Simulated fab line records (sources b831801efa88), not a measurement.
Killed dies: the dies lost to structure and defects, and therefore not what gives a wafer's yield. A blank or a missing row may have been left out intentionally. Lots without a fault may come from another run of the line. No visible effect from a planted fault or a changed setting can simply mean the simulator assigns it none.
Split-lot experiment || flow gf180mcu || 23 wafers read across 5 lots, on a route 602 steps long

== THE SPLIT ITSELF ==
At GF_MIM_SPUTTER_09 (material TiN, target thk 35 nm, time 29.2 s), the setting timeS was moved away from the recipe's 29.2 s on 4 of the 23 wafers read, by -14.9% to -12.3%. For the rest of the wafers, this setting stayed at what the recipe calls for.

The reading is taken at the split's own step.

== THE READING ==
TiN_of_MIM_SPUTTER_09.thkNm (the simulator's own value, which no gauge read), in nm, at GF_MIM_SPUTTER_09 (material TiN, target thk 35 nm, time 29.2 s). The file does not state a usual value for it. Average 35.11 nm, standard deviation 0.34 nm, over the 19 wafers here run with the recipe.

{"wafer": "L076.1", "tool, chamber at the split": "pvdSputter-04, -", "timeS as run, s": 29.2, "against the recipe": "recipe", "TiN_of_MIM_SPUTTER_09.thkNm, nm": 35.19, "against lot-mates on the recipe": "-"}
{"wafer": "L076.2", "tool, chamber at the split": "pvdSputter-04, -", "timeS as run, s": 29.2, "against the recipe": "recipe", "TiN_of_MIM_SPUTTER_09.thkNm, nm": 35.01, "against lot-mates on the recipe": "-"}
{"wafer": "L076.3", "tool, chamber at the split": "pvdSputter-04, -", "timeS as run, s": 29.2, "against the recipe": "recipe", "TiN_of_MIM_SPUTTER_09.thkNm, nm": 34.35, "against lot-mates on the recipe": "-"}
{"wafer": "L076.4", "tool, chamber at the split": "pvdSputter-04, -", "timeS as run, s": 29.2, "against the recipe": "recipe", "TiN_of_MIM_SPUTTER_09.thkNm, nm": 34.94, "against lot-mates on the recipe": "-"}
{"wafer": "L076.6", "tool, chamber at the split": "pvdSputter-04, -", "timeS as run, s": 29.2, "against the recipe": "recipe", "TiN_of_MIM_SPUTTER_09.thkNm, nm": 34.47, "against lot-mates on the recipe": "-"}
{"wafer": "L079.2", "tool, chamber at the split": "pvdSputter-01, -", "timeS as run, s": 29.2, "against the recipe": "recipe", "TiN_of_MIM_SPUTTER_09.thkNm, nm": 35.71, "against lot-mates on the recipe": "-"}
{"wafer": "L079.4", "tool, chamber at the split": "pvdSputter-01, -", "timeS as run, s": 29.2, "against the recipe": "recipe", "TiN_of_MIM_SPUTTER_09.thkNm, nm": 35.26, "against lot-mates on the recipe": "-"}
{"wafer": "L079.5", "tool, chamber at the split": "pvdSputter-01, -", "timeS as run, s": 29.2, "against the recipe": "recipe", "TiN_of_MIM_SPUTTER_09.thkNm, nm": 35.08, "against lot-mates on the recipe": "-"}
{"wafer": "L080.1", "tool, chamber at the split": "pvdSputter-01, -", "timeS as run, s": 29.2, "against the recipe": "recipe", "TiN_of_MIM_SPUTTER_09.thkNm, nm": 34.87, "against lot-mates on the recipe": "-"}
{"wafer": "L080.2", "tool, chamber at the split": "pvdSputter-01, -", "timeS as run, s": 29.2, "against the recipe": "recipe", "TiN_of_MIM_SPUTTER_09.thkNm, nm": 35.61, "against lot-mates on the recipe": "-"}
{"wafer": "L080.3", "tool, chamber at the split": "pvdSputter-01, -", "timeS as run, s": 29.2, "against the recipe": "recipe", "TiN_of_MIM_SPUTTER_09.thkNm, nm": 35.19, "against lot-mates on the recipe": "-"}
{"wafer": "L080.5", "tool, chamber at the split": "pvdSputter-01, -", "timeS as run, s": 29.2, "against the recipe": "recipe", "TiN_of_MIM_SPUTTER_09.thkNm, nm": 35.14, "against lot-mates on the recipe": "-"}
{"wafer": "L080.6", "tool, chamber at the split": "pvdSputter-01, -", "timeS as run, s": 29.2, "against the recipe": "recipe", "TiN_of_MIM_SPUTTER_09.thkNm, nm": 35.56, "against lot-mates on the recipe": "-"}
{"wafer": "L081.1", "tool, chamber at the split": "pvdSputter-01, -", "timeS as run, s": 24.84, "against the recipe": "-14.9%", "TiN_of_MIM_SPUTTER_09.thkNm, nm": 29.66, "against lot-mates on the recipe": -5.44}
{"wafer": "L081.2", "tool, chamber at the split": "pvdSputter-01, -", "timeS as run, s": 29.2, "against the recipe": "recipe", "TiN_of_MIM_SPUTTER_09.thkNm, nm": 35.51, "against lot-mates on the recipe": "-"}
{"wafer": "L081.3", "tool, chamber at the split": "pvdSputter-01, -", "timeS as run, s": 24.84, "against the recipe": "-14.9%", "TiN_of_MIM_SPUTTER_09.thkNm, nm": 29.87, "against lot-mates on the recipe": -5.23}
{"wafer": "L081.4", "tool, chamber at the split": "pvdSputter-01, -", "timeS as run, s": 29.2, "against the recipe": "recipe", "TiN_of_MIM_SPUTTER_09.thkNm, nm": 35.05, "against lot-mates on the recipe": "-"}
{"wafer": "L081.6", "tool, chamber at the split": "pvdSputter-01, -", "timeS as run, s": 29.2, "against the recipe": "recipe", "TiN_of_MIM_SPUTTER_09.thkNm, nm": 34.75, "against lot-mates on the recipe": "-"}
{"wafer": "L083.1", "tool, chamber at the split": "pvdSputter-02, -", "timeS as run, s": 29.2, "against the recipe": "recipe", "TiN_of_MIM_SPUTTER_09.thkNm, nm": 35.01, "against lot-mates on the recipe": "-"}
{"wafer": "L083.2", "tool, chamber at the split": "pvdSputter-02, -", "timeS as run, s": 25.61, "against the recipe": "-12.3%", "TiN_of_MIM_SPUTTER_09.thkNm, nm": 30.83, "against lot-mates on the recipe": -4.27}
{"wafer": "L083.4", "tool, chamber at the split": "pvdSputter-02, -", "timeS as run, s": 29.2, "against the recipe": "recipe", "TiN_of_MIM_SPUTTER_09.thkNm, nm": 35.06, "against lot-mates on the recipe": "-"}
{"wafer": "L083.5", "tool, chamber at the split": "pvdSputter-02, -", "timeS as run, s": 25.61, "against the recipe": "-12.3%", "TiN_of_MIM_SPUTTER_09.thkNm, nm": 30.73, "against lot-mates on the recipe": -4.37}
{"wafer": "L083.6", "tool, chamber at the split": "pvdSputter-02, -", "timeS as run, s": 29.2, "against the recipe": "recipe", "TiN_of_MIM_SPUTTER_09.thkNm, nm": 35.24, "against lot-mates on the recipe": "-"}

THE FIT
A straight line over all 23 wafers: TiN_of_MIM_SPUTTER_09.thkNm changes by +0.355 nm for each +1% of timeS; r = +0.99; the points scatter about the line by 0.33 nm.
The same after taking each lot's own level away (the mean of its wafers on the recipe; 23 wafers): +0.355 nm for each +1%; r = +0.99; scatter 0.27 nm.
That fit puts the effect of the largest move of timeS on the reading at 5.3 nm.
Measured against the standard deviation above, the lots' own levels, which go from 34.792 to 35.350 nm, span 1.6 times it.
Hence the lot-to-lot level has little effect on the slope; both slopes agree.
Check: -5.24 nm against its lot-mates is what the line predicts for one of the wafers moved furthest among these (-14.9%) when that wafer is left out of the fit. Against them it came out at -5.44 nm.

== OTHER SPLITS ON THESE WAFERS ==
These wafers also went through other splits before the reading. Each is held against what the fit with the lots' levels taken away leaves over:
{"other split on the same wafers": "GF_V2_SPUTTER_22 timeS", "wafers away from the commonest value": 10, "r with TiN_of_MIM_SPUTTER_09.thkNm (lot level and that fit taken away)": -0.06}
{"other split on the same wafers": "GF_M3_COAT_09 resistThkNm", "wafers away from the commonest value": 8, "r with TiN_of_MIM_SPUTTER_09.thkNm (lot level and that fit taken away)": -0.10}
{"other split on the same wafers": "GF_V4_CVD_00 sih4FlowSccm", "wafers away from the commonest value": 8, "r with TiN_of_MIM_SPUTTER_09.thkNm (lot level and that fit taken away)": -0.02}
{"other split on the same wafers": "GF_V4_SPUTTER_21 chamberPressurePa", "wafers away from the commonest value": 18, "r with TiN_of_MIM_SPUTTER_09.thkNm (lot level and that fit taken away)": -0.03}

== FILE'S OWN FIT ==
TiN_of_MIM_SPUTTER_09.thkNm changes by +0.355 nm for each +1% of timeS, r = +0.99.
